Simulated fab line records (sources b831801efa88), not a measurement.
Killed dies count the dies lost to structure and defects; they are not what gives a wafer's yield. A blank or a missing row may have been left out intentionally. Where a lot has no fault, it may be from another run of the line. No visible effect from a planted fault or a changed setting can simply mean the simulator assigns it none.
Chamber matching    flow sky130    3 sister chambers for SKY_CAP2M_CVD_00 on pecvd-03
The step deposits SiO2, target thk 15.5 nm. 14 wafers are shown with their chamber, then 7 later ones without.

WAFERS PAIRED WITH THEIR CHAMBERS
wafer   chamber  heater-power-w (W)  rf-fwd-power-W (W)
L074.1  1        826                 440.8
L074.2  0        723                 442.8
L074.3  2        596                 439.6
L078.3  0        744                 443.2
L078.5  2        611                 441.7
L078.6  0        722                 445.6
L081.1  1        758                 443.5
L081.2  2        592                 440.1
L081.4  2        613                 441.3
L085.2  0        771                 444.4
L085.5  0        774                 444.5
L085.6  2        610                 439.8
L087.3  0        825                 445.0
L087.4  1        735                 442.7

SIGNATURES (averages over the wafers above)
reading         chamber 0  chamber 1  chamber 2  scatter within a chamber
heater-power-w  759.83     773.00     604.40     33.7
rf-fwd-power-W  444.250    442.333    440.500    1.09
Rule: distance of a wafer from a chamber = root of the sum over the readings of ((wafer's reading minus chamber's mean) / reading's scatter) squared. If the next closest chamber is less than 2 further off than the closest, the wafer can't be placed; otherwise it belongs to the closest. The scatter is the square root of a quotient: the sum, over the shown wafers, of each reading's squared deviation from its chamber's mean, divided by wafers minus chambers.

WAFERS WITH NO CHAMBER GIVEN
wafer   heater-power-w (W)  rf-fwd-power-W (W)
L087.6  837                 446.1
L089.2  728                 442.7
L089.4  825                 441.3
L089.5  614                 440.8
L093.1  580                 440.1
L093.2  852                 441.3
L093.3  620                 440.8

EACH ONE'S CHAMBER
wafer   from the rows above      in truth
L087.6  can't be placed: 0 or 1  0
L089.2  can't be placed: 1 or 0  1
L089.4  can't be placed: 1 or 0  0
L089.5  2                        2
L093.1  2                        2
L093.2  can't be placed: 1 or 0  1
L093.3  2                        2
Placed correctly: 3 of 7. From these rows, 4 cannot be placed; in 4 the true chamber is one of the candidates. Number placed wrongly: 0.
